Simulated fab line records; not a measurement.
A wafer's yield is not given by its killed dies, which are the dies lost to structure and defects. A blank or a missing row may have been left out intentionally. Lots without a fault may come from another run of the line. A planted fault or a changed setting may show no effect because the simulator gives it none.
Shared-tool check	flow sky130	Sample size 12 lots and 36 wafers

## REASON FOR OPENING
At SKY_GATE_OXIDE_TW_MEAS_14 the reading GATE_OXIDE_TW is flagged on 2 of 12 lots. Wafers without a fault read 223.9, standard deviation 1.5.
Rule: flag the lot when none of its wafers has a number, or when each of its wafers that has one lies beyond 4 standard deviations from that mean. All remaining lots are regarded as sound.

lot	measured	on	GATE_OXIDE_TW, wafer by wafer	flag
L680	day 14 03:32	film-metro-01	223.9 224.1 224.3	
L682	day 14 21:43	film-metro-02	222.0 223.3 221.0	
L683	day 15 06:35	film-metro-01	223.2 223.0 223.4	
L689	day 17 15:13	film-metro-02	257.7 256.7 257.8	FLAGGED
L690	day 17 19:01	film-metro-03	259.3 260.6 260.9	FLAGGED
L692	day 18 11:07	film-metro-03	226.6 226.2 226.0	
L694	day 19 05:37	film-metro-02	221.4 221.5 222.0	
L698	day 20 14:06	film-metro-03	225.9 225.9 227.0	
L699	day 20 18:17	film-metro-02	224.3 223.3 223.7	
L700	day 21 07:58	film-metro-02	223.0 222.6 223.4	
L701	day 21 12:36	film-metro-02	222.9 222.1 222.3	
L702	day 21 23:14	film-metro-01	223.1 222.6 222.5	
The mean of the flagged lots' numbers is 258.8, +34.9 from the usual (+23 standard deviations).

## WHICH TOOL EACH LOT WENT THROUGH
Before the reading, the record contains 3 process steps out of a 708-step route. Every cell lists first the tool, next ch and the chambers used by the sampled wafers, and last the start.
lot	flag	SKY_VT_ADJUST_NCORE_STRIP_10	SKY_GATE_OXIDE_IMPLANT_11	SKY_GATE_OXIDE_STRIP_13
L680		plasma-asher-04 ch 0,1, day 9 00:49	implanter-04 ch 0, day 14 03:11	plasma-asher-01 ch 0,1, day 14 03:26
L682		plasma-asher-01 ch 1, day 9 12:37	implanter-03 ch 0, day 14 21:22	plasma-asher-01 ch 0,1, day 14 21:37
L683		plasma-asher-04 ch 0,1, day 9 21:27	implanter-03 ch 0, day 15 06:16	plasma-asher-01 ch 0,1, day 15 06:29
L689	FLAGGED	plasma-asher-02 ch 0,1, day 11 12:34	implanter-03 ch 0, day 17 14:51	plasma-asher-02 ch 0,1, day 17 15:07
L690	FLAGGED	plasma-asher-02 ch 0,1, day 11 19:46	implanter-03 ch 0, day 17 18:40	plasma-asher-04 ch 1, day 17 18:54
L692		plasma-asher-02 ch 0,1, day 12 09:25	implanter-04 ch 0, day 18 10:45	plasma-asher-04 ch 0,1, day 18 11:01
L694		plasma-asher-02 ch 0,1, day 12 23:58	implanter-04 ch 0, day 19 05:18	plasma-asher-01 ch 0,1, day 19 05:32
L698		plasma-asher-02 ch 0,1, day 14 01:37	implanter-02 ch 0, day 20 13:44	plasma-asher-01 ch 0,1, day 20 14:00
L699		plasma-asher-02 ch 1, day 14 07:01	implanter-02 ch 0, day 20 17:56	plasma-asher-02 ch 0,1, day 20 18:11
L700		plasma-asher-04 ch 1, day 14 17:23	implanter-04 ch 0, day 21 07:37	plasma-asher-02 ch 0, day 21 07:51
L701		plasma-asher-02 ch 0,1, day 14 22:43	implanter-02 ch 0, day 21 12:14	plasma-asher-01 ch 0,1, day 21 12:30
L702		plasma-asher-04 ch 0,1, day 15 07:48	implanter-04 ch 0, day 21 22:55	plasma-asher-04 ch 0,1, day 21 23:08
What is done by these steps:
- SKY_VT_ADJUST_NCORE_STRIP_10: strips in O2/N2.
- SKY_GATE_OXIDE_IMPLANT_11
- SKY_GATE_OXIDE_STRIP_13: strips in O2/N2.
- SKY_GATE_OXIDE_TW_MEAS_14

## FLAGGED OVER TOTAL, TOOL BY TOOL (the gauges that took the reading come last)
step	tool	lots run	flagged	share of the flagged lots	sound lots run after its first flagged lot
SKY_VT_ADJUST_NCORE_STRIP_10	plasma-asher-01	1	0	none	-
SKY_VT_ADJUST_NCORE_STRIP_10	plasma-asher-02	7	2	all	5 (L692,L694,L698,L699,L701)
SKY_VT_ADJUST_NCORE_STRIP_10	plasma-asher-04	4	0	none	-
SKY_GATE_OXIDE_IMPLANT_11	implanter-02	3	0	none	-
SKY_GATE_OXIDE_IMPLANT_11	implanter-03	4	2	all	0
SKY_GATE_OXIDE_IMPLANT_11	implanter-04	5	0	none	-
SKY_GATE_OXIDE_STRIP_13	plasma-asher-01	6	0	none	-
SKY_GATE_OXIDE_STRIP_13	plasma-asher-02	3	1	some	2 (L699,L700)
SKY_GATE_OXIDE_STRIP_13	plasma-asher-04	3	1	some	2 (L692,L702)
SKY_GATE_OXIDE_TW_MEAS_14	film-metro-01	3	0	none	-
SKY_GATE_OXIDE_TW_MEAS_14	film-metro-02	6	1	some	4 (L694,L699,L700,L701)
SKY_GATE_OXIDE_TW_MEAS_14	film-metro-03	3	1	some	2 (L692,L698)

## WHAT IS ALLOWED BY THE TABLE
2 rows of the table ran every flagged lot: plasma-asher-02 at SKY_VT_ADJUST_NCORE_STRIP_10, implanter-03 at SKY_GATE_OXIDE_IMPLANT_11.
- plasma-asher-02 at SKY_VT_ADJUST_NCORE_STRIP_10: 2 of its 7 lots flagged. Sound lots followed the first flagged one (L692, L694, L698, L699, L701) on it, something a lasting fault affecting the whole tool could not allow.
- implanter-03 at SKY_GATE_OXIDE_IMPLANT_11: 2 of its 4 lots flagged. A fault beginning between L683 (day 15 06:16), its last sound lot, and L689 (day 17 14:51), its first flagged one, fits the data. Its own readings (dose-ions-cm2, faraday-current-uA) fall more than 4 standard deviations out on all wafers of the flagged lots.
Just one tool remains: implanter-03 at SKY_GATE_OXIDE_IMPLANT_11.

## WHAT THE SIMULATOR PUT IN
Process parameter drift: implanter-03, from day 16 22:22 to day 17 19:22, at SKY_GATE_OXIDE_IMPLANT_11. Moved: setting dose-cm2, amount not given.
Lots struck among those shown: L689, L690. This agrees with what the rule above found.
